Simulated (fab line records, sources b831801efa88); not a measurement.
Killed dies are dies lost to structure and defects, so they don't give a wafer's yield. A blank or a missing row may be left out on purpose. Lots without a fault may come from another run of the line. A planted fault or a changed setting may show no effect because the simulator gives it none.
A struck lot beside a sound one | flow sky130 | 43 steps out of a route of 708
Sound: wafers L676.1, L676.4, L676.5. Struck: wafer L686.2. (L686.1, L686.4 of the same lot were not struck and are left out.) The cause comes at the end.
At each step with rows: each side's tool, then ch and its chambers, then its first start. Under that, the readings that differ: sound wafers | struck wafers | difference of the means | sigmas: that difference in standard deviations of wafers without a fault.
alike: readings whose means differ by less than 2 such deviations, and words and numbers that are the same on both sides. not compared: withheld readings, readings that some wafer has no value for, bounds like >300 that may hide the same value, and numbers for which the record gives no deviation and whose values overlap.
The two part at a step that has a row with sigmas, a row that says differs or no value, or rows on one side only. Numbers that don't overlap but have no deviation are shown without sigmas and don't part them. A reading that every wafer of one side lacks parts them only if that side has two wafers or more.

SKY_LOCAL_INTERCONNECT_THK_MEAS_02: measures by xrf.
  sound on film_metro-03, day 31 12:43; struck on film_metro-03, day 34 20:24
  alike: LOCAL_INTERCONNECT_TIN_THK
then, 8 steps without rows for these wafers: SKY_LOCAL_INTERCONNECT_DEHYDRATE_03 (time 60 s); SKY_LOCAL_INTERCONNECT_HMDS_04 (prime time 60 s); SKY_LOCAL_INTERCONNECT_COAT_05 (resist thk 60 nm); SKY_LOCAL_INTERCONNECT_COAT_06 (resist thk 450 nm); SKY_LOCAL_INTERCONNECT_SOFTBAKE_07 (time 90 s); SKY_LOCAL_INTERCONNECT_EXPOSE_08 (exposes mask LI1M, target cd 170 nm); SKY_LOCAL_INTERCONNECT_PEB_09; SKY_LOCAL_INTERCONNECT_DEVELOP_10 (develop time 60 s).
SKY_LOCAL_INTERCONNECT_CD_MEAS_11: target cd 170 nm.
  sound on cd_sem-02, day 32 15:55; struck on cd_sem-01, day 35 22:07
  alike: cd_nm
SKY_LOCAL_INTERCONNECT_OVL_MEAS_12:
  sound on overlay-02, day 32 16:02; struck on overlay-01, day 35 22:14
  alike: LOCAL_INTERCONNECT_OVL
then, 1 step without rows for these wafers: SKY_LOCAL_INTERCONNECT_ETCH_13 (etches BARC in N2/H2, stops on SiO2, time 45.9 s, target depth 60 nm).
SKY_LOCAL_INTERCONNECT_METAL_ETCH_14: etches TiN in Cl2/BCl3, stops on PSG, target depth 110 nm, time 31.4 s.
  sound on rie_metal-02 ch 0,1, day 32 16:08; struck on rie_metal-03 ch 0, day 35 22:20
  alike: bcl3_flow_sccm, drypump_motor_current_A, oes_product_au, throttle_valve_pct
  not compared: rf_hours_counter_h
SKY_LOCAL_INTERCONNECT_STRIP_15: strips in O2/N2.
  sound on plasma_asher-02 ch 0,1, day 32 16:11; struck on plasma_asher-02 ch 1, day 35 22:23
  alike: drypump_motor_current_A, o2_flow_sccm, oes_product_au, strip_time_to_endpoint_s
  not compared: rf_hours_counter_h
then, 3 steps without rows for these wafers: SKY_LOCAL_INTERCONNECT_STRIP_16 (strips in post etch residue remover, time 1200 s); SKY_LOCAL_INTERCONNECT_CLEAN_17 (cleans in IPA, time 180 s); SKY_LOCAL_INTERCONNECT_CLEAN_18 (cleans in O3/DIW).
SKY_CONTACT_CVD_00: deposits Si3N4, target thk 75 nm.
  sound on pecvd-01 ch 0,1, day 32 16:47; struck on pecvd-04 ch 2, day 35 22:59
  alike: heater_power_w
SKY_CONTACT_THK_MEAS_01:
  sound on film_metro-03, day 32 16:49; struck on film_metro-04, day 35 23:01
  alike: CONTACT_CVD_00_THK
then, 1 step without rows for these wafers: SKY_CONTACT_HDPCVD_02 (deposits SiO2, target thk 565 nm, time 94.2 s).
SKY_CONTACT_THK_MEAS_03:
  sound on film_metro-04, day 32 16:57; struck on film_metro-02, day 35 23:09
  reading                 | sound       | struck | difference | sigmas
  CONTACT_HDPCVD_THK (nm) | 555 559 559 | 571    | +13        | +2
then, 1 step without rows for these wafers: SKY_CONTACT_CMP_04 (polishes SiO2).
SKY_CONTACT_BOW_MEAS_05:
  sound on film_metro-04, day 32 17:19; struck on film_metro-03, day 35 23:31
  alike: CONTACT_BOW
then, 8 steps without rows for these wafers: SKY_CONTACT_DEHYDRATE_06 (time 60 s); SKY_CONTACT_HMDS_07 (prime time 60 s); SKY_CONTACT_COAT_08 (resist thk 60 nm); SKY_CONTACT_COAT_09 (resist thk 450 nm); SKY_CONTACT_SOFTBAKE_10 (time 90 s); SKY_CONTACT_EXPOSE_11 (exposes mask CTM1, target cd 170 nm); SKY_CONTACT_PEB_12; SKY_CONTACT_DEVELOP_13 (develop time 60 s).
SKY_CONTACT_CD_MEAS_14: target cd 170 nm.
  sound on cd_sem-01, day 33 19:31; struck on cd_sem-01, day 37 01:31
  alike: cd_nm
SKY_CONTACT_OVL_MEAS_15:
  sound on overlay-02, day 33 19:38; struck on overlay-02, day 37 01:38
  alike: CONTACT_OVL
SKY_CONTACT_ETCH_16: etches BARC in N2/H2, stops on SiO2, time 45.9 s, target depth 60 nm.
  sound on rie_diel-03 ch 0,1,3, day 33 19:40; struck on rie_diel-03 ch 0, day 37 01:40
  alike: drypump_motor_current_A, oes_product_au, throttle_valve_pct
  not compared: rf_hours_counter_h
SKY_CONTACT_ETCH_17: etches SiO2 in C4F8/O2/Ar, stops on Si3N4, target depth 340 nm.
  sound on rie_diel-03 ch 0,1,3, day 33 19:42; struck on rie_diel-03 ch 0, day 37 01:43
  alike: oes_product_au
SKY_CONTACT_ETCH_18: etches Si3N4 in CHF3/O2, stops on TiN, time 39 s, target depth 75 nm.
  sound on rie_diel-03 ch 0,1,3; struck on rie_diel-03 ch 0
  alike: drypump_motor_current_A, oes_product_au, throttle_valve_pct
  not compared: rf_hours_counter_h
then, 6 steps without rows for these wafers: SKY_CONTACT_STRIP_19 (strips in O2/N2); SKY_CONTACT_STRIP_20 (strips in post etch residue remover, time 1200 s); SKY_CONTACT_CLEAN_21 (cleans in IPA, time 180 s); SKY_CONTACT_CLEAN_22 (cleans in O3/DIW); SKY_CONTACT_SPUTTER_23 (material TiN, target thk 20 nm, time 80 s); SKY_CONTACT_CVD_24 (deposits W, target thk 340 nm, time 102.12 s).
-- the record jumps here: 13 days lie between the struck wafers' starts before and after (it left off in module CONTACT and takes up again in module PAD_OPEN, whose first step shown is number 708 of the route) --
SKY_PAD_OPEN_PROBE_99:
  sound on prober-01, day 47 14:17; struck on prober-01, day 49 18:44
  reading            | sound    | struck | difference | sigmas
  killed_at_M0_to_M3 | 39 41 42 | 58     | +17        | +3
  killed_at_contacts | 21 31 25 | 57     | +31        | +5
  killed_at_other    | 0 0 2    | 2      | +1         | +2
  killed_dies        | 78 94 89 | 132    | +45        | +5
  alike: killed_at_M4_up, killed_at_front_end, killed_open, killed_short

WHERE THEY PART
First at SKY_CONTACT_THK_MEAS_03; last, within this record, at SKY_PAD_OPEN_PROBE_99.

WHY: what the simulator had put in
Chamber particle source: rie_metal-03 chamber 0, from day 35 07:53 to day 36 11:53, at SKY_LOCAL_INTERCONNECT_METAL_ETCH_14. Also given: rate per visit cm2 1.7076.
